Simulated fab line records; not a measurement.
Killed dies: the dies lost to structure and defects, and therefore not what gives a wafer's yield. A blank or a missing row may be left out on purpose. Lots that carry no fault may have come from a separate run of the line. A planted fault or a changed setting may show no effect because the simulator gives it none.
A lot that was struck, set against a sound lot + flow sfq-line + 14 out of 325 route steps
Sound: wafers L112.1, L112.3, L112.5. The struck wafers were L104.1, L104.2, L104.3. The cause comes at the end.
Per side, at each step with rows, come the tool, then ch with its chambers, and then its first start. Under that, the readings that differ: sound wafers + struck wafers + difference of the means + sigmas: that difference in standard deviations of wafers without a fault.
alike: words and numbers the same on both sides, and readings whose means are apart by under 2 such deviations; not compared: readings that were withheld, readings missing a value for some wafer, numbers with overlapping values and no deviation given by the record, and bounds like >300 which may hide the same value.
Wherever a step has rows on one side only, a row that says differs or no value, or a row with sigmas, the two part there. When numbers do not overlap yet have no deviation, they are printed without sigmas and do not part them. Lack of a reading on every wafer of one side parts them only where that side has two or more wafers.

first, 6 steps without rows for these wafers: SFQ_TRILAYER_M1_LITHO_COAT_044 (resist thk 62 nm); SFQ_TRILAYER_M1_LITHO_COAT_039 (resist thk 600 nm); SFQ_TRILAYER_M1_LITHO_SOFTBAKE_043; SFQ_TRILAYER_M1_LITHO_EXPOSE_040 (exposes mask M1, target cd 500 nm); SFQ_TRILAYER_M1_LITHO_PEB_042 (peb time 60 s); SFQ_TRILAYER_M1_LITHO_DEVELOP_041 (time 60 s).
SFQ_M1_OVL_MEAS_911:
  sound on overlay-01, day 24 08:39; struck on overlay-01, day 20 17:23
| reading     | sound | struck    | difference | sigmas |
|-------------|-------|-----------|------------|--------|
| M1_OVL (nm) | 4 4 5 | -10 -9 -8 | -13        | -2     |
SFQ_TRILAYER_M1_BARC_OPEN_METAL_ETCH_054: etches BARC in O2, target depth 125 nm, time 41.7 s.
  sound on rie-metal-04 ch 1, day 24 08:41; struck on rie-metal-04 ch 0,1, day 20 17:26
  alike: drypump-motor-current-A, oes-product-au
  not compared: rf-hours-counter-h
SFQ_TRILAYER_M1_ETCH_METAL_ETCH_042: etches Nb in Cl2/Ar, stops on SiO2, target depth 240 nm, time 120 s.
  sound on rie-metal-04 ch 1, day 24 08:49; struck on rie-metal-04 ch 0,1, day 20 17:29
  alike: drypump-motor-current-A, oes-product-au
  not compared: rf-hours-counter-h
SFQ_TRILAYER_M1_STRIP_STRIP_043: strips in O2.
  sound on rie-metal-04 ch 1, day 24 09:04; struck on rie-metal-04 ch 0,1, day 20 17:37
  alike: drypump-motor-current-A, oes-product-au
  not compared: rf-hours-counter-h
then, 1 step without rows for these wafers: SFQ_TRILAYER_M1_STRIP_SOLV_CLEAN_044 (cleans in NMP, time 600 s).
SFQ_TRILAYER_I1_DEP_PECVD_045: deposits SiO2 from SiH4/N2O, time 111.11 s, target thk 500 nm.
  sound on pecvd-01 ch 0,2, day 24 10:26; struck on pecvd-01 ch 0,1,2, day 20 18:24
  alike: heater-power-w, throttle-valve-pct
  not compared: since-wet-clean-h
SFQ_TRILAYER_I1_CMP_CMP_046: polishes SiO2.
  sound on cmp-01 ch 0,1, day 24 22:54; struck on cmp-01 ch 0,1,2, day 20 20:58
| reading                | sound             | struck            | difference | sigmas      |
|------------------------|-------------------|-------------------|------------|-------------|
| platen-rpm (rpm)       | 60.00 59.95 60.00 | 54.00 54.05 54.05 | -5.95      | -99 or more |
| time-to-endpoint-s (s) | 211 209 217       | 232 229 226       | +17        | +2          |
  alike: motor-current-A
SFQ_I1_BOW_MEAS_912:
  sound on film-metro-01, day 25 01:54; struck on film-metro-01, day 20 23:28
  alike: I1_BOW

## WHERE THEY PART
At SFQ_M1_OVL_MEAS_911 first; at SFQ_TRILAYER_I1_CMP_CMP_046 last (within this record only). Later steps at which nothing parts them and some readings are alike: SFQ_I1_BOW_MEAS_912.

WHY: whatever the simulator had introduced
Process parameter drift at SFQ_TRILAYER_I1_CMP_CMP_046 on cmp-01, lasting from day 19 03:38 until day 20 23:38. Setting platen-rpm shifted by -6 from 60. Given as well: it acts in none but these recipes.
